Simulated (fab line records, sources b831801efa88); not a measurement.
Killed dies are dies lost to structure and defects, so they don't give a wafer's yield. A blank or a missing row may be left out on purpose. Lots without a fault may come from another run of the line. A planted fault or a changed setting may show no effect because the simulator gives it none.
A struck lot beside a sound one | flow gf180mcu | 19 steps out of a route of 602
Sound: wafers L652.1, L652.4, L652.5. Struck: wafer L667.4. (L667.3, L667.5 of the same lot were not struck and are left out.) The cause comes at the end.
At each step with rows: each side's tool, then ch and its chambers, then its first start. Under that, the readings that differ: sound wafers | struck wafers | difference of the means | sigmas: that difference in standard deviations of wafers without a fault.
alike: readings whose means differ by less than 2 such deviations, and words and numbers that are the same on both sides. not compared: withheld readings, readings that some wafer has no value for, bounds like >300 that may hide the same value, and numbers for which the record gives no deviation and whose values overlap.
The two part at a step that has a row with sigmas, a row that says differs or no value, or rows on one side only. Numbers that don't overlap but have no deviation are shown without sigmas and don't part them. A reading that every wafer of one side lacks parts them only if that side has two wafers or more.

first, 1 step without rows for these wafers: GF_V5_CVD_00 (deposits SiO2, target thk 300 nm, time 50 s).
GF_V5_THK_MEAS_01:
  sound on film_metro-02, day 27 12:21; struck on film_metro-02, day 32 03:04
  alike: V5_CVD_00_THK
GF_V5_CVD_02: deposits SiO2 from TEOS, target thk 1450 nm, time 163.28 s.
  sound on pecvd-04 ch 0,1, day 27 12:25; struck on pecvd-03 ch 0, day 32 03:06
  alike: heater_power_w
GF_V5_THK_MEAS_03:
  sound on film_metro-04, day 27 12:31; struck on film_metro-02, day 32 03:13
  alike: V5_CVD_02_THK
GF_V5_CMP_04: polishes SiO2.
  sound on cmp-01 ch 1,3, day 27 12:41; struck on cmp-01 ch 2, day 32 03:16
  alike: motor_current_A
GF_V5_BOW_MEAS_05:
  sound on film_metro-02, day 27 12:56; struck on film_metro-02, day 32 03:36
  alike: V5_BOW
then, 6 steps without rows for these wafers: GF_V5_DEHYDRATE_06 (time 60 s); GF_V5_HMDS_07 (prime time 60 s); GF_V5_COAT_08; GF_V5_COAT_09 (resist thk 1000 nm); GF_V5_SOFTBAKE_10 (time 60 s); GF_V5_EXPOSE_11 (exposes mask Via5, target cd 260 nm).
GF_V5_PEB_12: peb time 90 s.
  sound on litho_track-03 ch 0, day 28 08:54; struck on litho_track-03 ch 0, day 32 19:22
  reading                  | sound             | struck | difference | sigmas
  heater_power_total_W (W) | 85.65 85.67 85.56 | 89.17  | +3.54      | +46
then, 1 step without rows for these wafers: GF_V5_DEVELOP_13 (develop time 60 s).
GF_V5_CD_MEAS_14: target cd 260 nm.
  sound on cd_sem-01, day 28 09:15; struck on cd_sem-01, day 32 19:41
  alike: cd_nm
GF_V5_OVL_MEAS_15:
  sound on overlay-01, day 28 09:22; struck on overlay-01, day 32 19:47
  alike: V5_OVL
GF_V5_ETCH_16: etches BARC in N2/H2.
  sound on rie_diel-04 ch 0,2,3, day 28 09:25; struck on rie_diel-02 ch 0, day 32 19:49
  reading             | sound             | struck | difference | sigmas
  model.V5.cd_nm (nm) | 259.1 258.9 260.4 | 256.8  | -2.7       |
  alike: bias_w, drypump_motor_current_A, oes_product_au, throttle_valve_pct
GF_V5_ETCH_17: etches SiO2 in C4F8/O2/Ar, stops on TiN, target depth 855 nm.
  sound on rie_diel-04 ch 0,2,3; struck on rie_diel-02 ch 0
  alike: bias_w, oes_product_au
  not compared: model.V5.cd_nm
GF_V5_STRIP_18: strips in O2/N2.
  sound on plasma_asher-01 ch 0, day 28 09:34; struck on plasma_asher-02 ch 0, day 32 19:59
  alike: drypump_motor_current_A, heater_power_w, o2_flow_sccm, oes_product_au
  not compared: rf_hours_counter_h

WHERE THEY PART
Only at GF_V5_PEB_12, within this record. Later steps at which nothing parts them and some readings are alike: GF_V5_CD_MEAS_14, GF_V5_OVL_MEAS_15, GF_V5_ETCH_16, GF_V5_ETCH_17, GF_V5_STRIP_18.

WHY: what the simulator had put in
Process parameter drift: litho_track-03, from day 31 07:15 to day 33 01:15, at GF_V5_PEB_12. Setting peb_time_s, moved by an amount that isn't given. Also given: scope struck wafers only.
